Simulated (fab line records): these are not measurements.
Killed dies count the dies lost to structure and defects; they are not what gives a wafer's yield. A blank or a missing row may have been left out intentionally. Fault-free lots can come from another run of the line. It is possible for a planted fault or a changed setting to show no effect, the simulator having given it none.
Struck lot and sound lot, side by side    flow sky130    24 steps out of a route of 708
Sound: the wafers L932.2, L932.5, L932.6. Struck: wafers L947.1, L947.2, L947.4. The cause is given at the end.
For every step that has rows: the tool of each side, followed by ch and its chambers, followed by its first start. Under that, the readings that differ: sound wafers    struck wafers    difference of the means    sigmas: that difference in standard deviations of wafers without a fault.
alike: words and numbers the same on both sides, and readings whose means are apart by under 2 such deviations; not compared: readings that were withheld, readings missing a value for some wafer, numbers with overlapping values and no deviation given by the record, and bounds like >300 which may hide the same value.
Wherever a step has rows on one side only, a row that says differs or no value, or a row with sigmas, the two part there. Numbers that don't overlap but have no deviation are shown without sigmas and don't part them. A reading that every wafer of one side lacks parts them only if that side has two wafers or more.

first, 2 steps without rows for these wafers: SKY_POLY_GATE_CLEAN_19 (cleans in SC1/SC2, time 150 s); SKY_POLY_GATE_OXIDATION_20 (stabilise 600 s, purge 300 s, target thk 4 nm).
SKY_POLY_GATE_THK_MEAS_21:
  sound on film metro-04, day 18 11:32; struck on film metro-02, day 23 19:26
  alike: POLY_GATE_OXIDATION_THK
SKY_POLY_GATE_CD_MEAS_22:
  sound on cd sem-01, day 18 11:37; struck on cd sem-01, day 23 19:30
  alike: cd nm
then, 7 steps without rows for these wafers: SKY_LDD_N_DEHYDRATE_00 (time 60 s); SKY_LDD_N_HMDS_01 (prime time 60 s); SKY_LDD_N_COAT_02 (resist thk 300 nm); SKY_LDD_N_SOFTBAKE_03 (time 60 s); SKY_LDD_N_EXPOSE_04 (exposes mask NTM, target cd 840 nm); SKY_LDD_N_PEB_05; SKY_LDD_N_DEVELOP_06 (develop time 60 s).
SKY_LDD_N_OVL_MEAS_07:
  sound on overlay-01, day 19 18:20; struck on overlay-02, day 25 00:53
  alike: LDD_N_OVL
SKY_LDD_N_IMPLANT_08:
  sound on implanter-01 ch 0, day 19 18:23; struck on implanter-01 ch 0, day 25 00:55
reading             sound                         struck                            difference   sigmas
beam on s (s)       9.95 10.16 10.16              59.24 58.84 59.34                 +49.05       +99 or more
dose ions cm2       7.49e+13 7.493e+13 7.502e+13  5.8045e+14 5.8046e+14 5.8048e+14  +5.0551e+14  +99 or more
faraday current uA  426 417 415                   554 561 549                       +135         +18
then, 7 steps without rows for these wafers: SKY_LDD_N_IMPLANT_09; SKY_LDD_N_IMPLANT_10; SKY_LDD_N_IMPLANT_11; SKY_LDD_N_IMPLANT_12; SKY_LDD_N_IMPLANT_13; SKY_LDD_N_IMPLANT_14; SKY_LDD_N_IMPLANT_15.
SKY_LDD_N_STRIP_16: strips in O2/N2.
  sound on plasma asher-03 ch 0,1, day 19 19:34; struck on plasma asher-03 ch 0,1, day 25 02:07
reading                       sound              struck             difference  sigmas
strip time to endpoint s (s)  4.302 4.284 4.308  5.467 5.473 5.462  +1.169      +69
  alike: drypump motor current A, oes product au
  not compared: rf hours counter h
SKY_LDD_N_TW_MEAS_17:
  sound on film metro-01, day 19 19:40; struck on film metro-04, day 25 02:13
reading   sound           struck          difference  sigmas
LDD_N_TW  2591 2587 2601  2904 2894 2881  +300        +15
then, 1 step without rows for these wafers: SKY_LDD_P_DEHYDRATE_00 (time 60 s).
-- a jump in the record: the struck wafers' starts before and after are 25 days apart (it breaks off in module LDD_P and resumes in module PAD_OPEN, where the first step shown is number 708 of the route) --
SKY_PAD_OPEN_PROBE_99:
  sound on prober-01, day 47 03:13; struck on prober-01, day 50 11:38
reading                                    sound                 struck               difference  sigmas
model.etest.tip n.rs ohm sq                442.3 440.5 438.2     270.5 268.4 269.8    -170.8      
model.etest.nfet_01v8.r on ohm um          834.4 832.4 843.2     766.8 761.2 759.9    -74.0       
model.etest.nfet_01v8_lvt.drive ua um      571.1 581.7 566.5     636.5 635.7 628.7    +60.5       
model.etest.nfet_01v8.drive ua um          503.1 511 499.2       563 559.1 558        +56         
model.etest.nfet_01v8_turned.drive ua um   504.1 511.4 495.1     555.7 560.6 554.2    +53.3       
model.etest.sram nfet pass.drive ua um     475.7 492.3 495       555.9 546.9 529.4    +56.4       
model.etest.nfet_01v8_swapped.drive ua um  504.2 513.7 495       547.6 547.3 545.5    +42.5       
model.etest.sram nfet pass.off log10 a um  -12.81 -12.54 -12.49  -12.07 -12.16 -12.2  +0.47       
  alike: killed_at_M0_to_M3, killed_at_M4_up, killed at contacts, killed at front end, killed at other, killed dies, killed open, killed short

## WHERE THEY PART
First at SKY_LDD_N_IMPLANT_08; last, within this record, at SKY_LDD_N_TW_MEAS_17. Later steps at which nothing parts them and some readings are alike: SKY_PAD_OPEN_PROBE_99.

WHY: the cause the simulator had injected
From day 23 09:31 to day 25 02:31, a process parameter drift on implanter-01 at SKY_LDD_N_IMPLANT_08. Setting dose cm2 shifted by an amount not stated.
